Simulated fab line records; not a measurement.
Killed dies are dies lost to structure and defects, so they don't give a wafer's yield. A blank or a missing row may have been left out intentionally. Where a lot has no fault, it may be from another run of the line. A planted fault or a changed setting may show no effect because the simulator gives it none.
A single fault, viewed from 2 desks || flow sky130 || only its own numbers are on each desk; what lay behind them is given at the end

== AT THE METROLOGY DESK ==
Means of the sampled wafers that have a number, per lot and without regard to the tool the lot ran on: this is what the gauges read. A lot is out of limits, marked OUT, if its mean lies more than 4 standard deviations from the usual mean; the brackets give that distance.
Columns: A = CONTACT_W_RS at SKY_CONTACT_RS_MEAS_25, usual 0.336 ohm/sq; B = CONTACT_W_THK at SKY_CONTACT_THK_MEAS_26, usual 333 nm; C = METAL1_ALCU_RS at SKY_METAL1_RS_MEAS_05, usual 0.1265 ohm/sq; D = METAL1_ALCU_THK at SKY_METAL1_THK_MEAS_06, usual 251 nm; E = cd_nm at SKY_METAL1_CD_MEAS_15, usual 140.2 nm; F = METAL1_OVL at SKY_METAL1_OVL_MEAS_16, usual 1 nm
{"lot": "L443", "first seen here": "day 32 18:26", "A": 0.337, "B": 332, "C": 0.1277, "D": 249, "E": 138.8, "F": 7}
{"lot": "L444", "first seen here": "day 33 08:05", "A": 0.331, "B": 339, "C": 0.1283, "D": 254, "E": 142.6, "F": -3}
{"lot": "L448", "first seen here": "day 34 17:05", "A": 0.337, "B": 331, "C": 0.1260, "D": 258, "E": 141.2, "F": -5}
{"lot": "L454", "first seen here": "day 36 19:43", "A": 0.337, "B": 337, "C": 0.1249, "D": 256, "E": 140.4, "F": -5}
{"lot": "L457", "first seen here": "day 37 19:48", "A": 0.341, "B": 329, "C": 0.1254, "D": 254, "E": 138.1, "F": -7}
{"lot": "L458", "first seen here": "day 38 00:55", "A": 0.333, "B": 340, "C": 0.1266, "D": 248, "E": 138.0, "F": 8}
This desk's verdict: no lot among the 6 shows anything out of limits.

== TOOL OWNER'S DESK, pvd_sputter-04 ==
The tool's own readings at SKY_METAL1_SPUTTER_04 (material TiN, target thk 70 nm, time 58.3 s): means of the sampled wafers that have a number, for each lot that ran on this tool. A lot is out of limits, marked OUT, if its mean lies more than 4 standard deviations from the usual mean; the brackets give that distance.
Columns: A = throttle_valve_pct at SKY_METAL1_SPUTTER_04, usual 30.2 %
{"lot": "L444", "first seen here": "day 33 08:39", "A": 28.9}
{"lot": "L448", "first seen here": "day 34 17:37", "A": 29.2}
{"lot": "L457", "first seen here": "day 37 20:22", "A": 29.2}
This desk's verdict: no lot among the 3 shows anything out of limits.

== TAKEN TOGETHER ==
Nothing out of limits was seen by the metrology desk.
Nothing out of limits was seen by the tool owner's desk.

== WHAT THE SIMULATOR PUT IN ==
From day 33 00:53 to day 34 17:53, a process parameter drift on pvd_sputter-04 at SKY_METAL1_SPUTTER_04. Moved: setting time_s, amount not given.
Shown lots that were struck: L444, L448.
